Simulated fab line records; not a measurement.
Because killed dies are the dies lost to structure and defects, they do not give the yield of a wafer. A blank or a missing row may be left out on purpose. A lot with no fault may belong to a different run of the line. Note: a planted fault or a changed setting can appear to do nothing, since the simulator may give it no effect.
One fault seen from 2 desks / flow gf180mcu / each desk has only its own numbers; what lay behind them comes last

== DESK OF THE TOOL OWNER: rie-diel-03 ==
The tool's own readings at GF_PASSIVATION_ETCH_11 (etches the open film in CF4/O2, stops on TiN, target depth 2040 nm, time 453.3 s): means of the sampled wafers that have a number, for each lot that ran on this tool. If a lot's mean is further than 4 standard deviations from the usual mean, the lot is out of limits and carries the mark OUT (the distance appears in the brackets).
Columns: A = drypump-motor-current-A at GF_PASSIVATION_ETCH_11, usual 5.98 A; B = oes-product-au at GF_PASSIVATION_ETCH_11, usual 0.990 a.u.; C = rf-fwd-power-W at GF_PASSIVATION_ETCH_11, usual 798.9 W; D = throttle-valve-pct at GF_PASSIVATION_ETCH_11, usual 5.967 %
lot=L837; first seen here=day 28 21:05; A=6.08; B=0.991; C=800.2; D=5.966
lot=L841; first seen here=day 30 01:01; A=6.03; B=0.993; C=797.8; D=5.969
lot=L844; first seen here=day 30 23:13; A=5.92; B=0.990; C=797.1; D=5.970
lot=L847; first seen here=day 31 20:04; A=5.98; B=0.959 (-5.3) OUT; C=756.3 (-18) OUT; D=5.956
This desk finds L847 out of limits, L847 being first, at day 31 20:04 (oes-product-au at GF_PASSIVATION_ETCH_11). L837, L841, L844 stayed within limits.

== FROM THE METROLOGY DESK ==
Means of the sampled wafers that have a number, per lot and without regard to the tool the lot ran on: this is what the gauges read. If a lot's mean is further than 4 standard deviations from the usual mean, the lot is out of limits and carries the mark OUT (the distance appears in the brackets).
Columns: A = V4_CVD_02_THK at GF_V4_THK_MEAS_03, usual 847 nm; B = cd-nm at GF_TOP_METAL_CD_MEAS_14, usual 440.1 nm
lot=L837; first seen here=day 23 13:02; A=844; B=440.5
lot=L838; first seen here=day 23 17:05; A=853; B=441.2
lot=L839; first seen here=day 24 06:04; A=839; B=434.7
lot=L841; first seen here=day 24 17:56; A=839; B=442.0
lot=L843; first seen here=day 25 13:36; A=860; B=437.9
lot=L844; first seen here=day 25 20:30; A=851; B=439.0
lot=L847; first seen here=day 26 22:08; A=852; B=439.6
lot=L850; first seen here=day 27 18:46; A=835; B=441.8
lot=L854; first seen here=day 29 03:13; A=864; B=440.2
lot=L855; first seen here=day 29 06:35; A=848; B=439.1
lot=L857; first seen here=day 29 19:56; A=851; B=441.9
Finding of this desk: none of the 11 lots has anything out of limits.

== TAKEN TOGETHER ==
On L847, at day 31 20:04, an alarm was possible from the tool owner's desk.
From the metrology desk's view, nothing was out of limits.
The metrology desk holds a record of L847, inside its limits.
Of the lots named, all ran GF_PASSIVATION_ETCH_11 on rie-diel-03.

== WHAT HAD BEEN PUT IN BY THE SIMULATOR ==
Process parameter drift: rie-diel-03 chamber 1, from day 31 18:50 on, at GF_PASSIVATION_ETCH_11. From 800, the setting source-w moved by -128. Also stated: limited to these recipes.
Shown lots that were struck: L847.
Delay in hours, fault start to first out-of-limits reading, by desk: the tool owner's desk at 1.
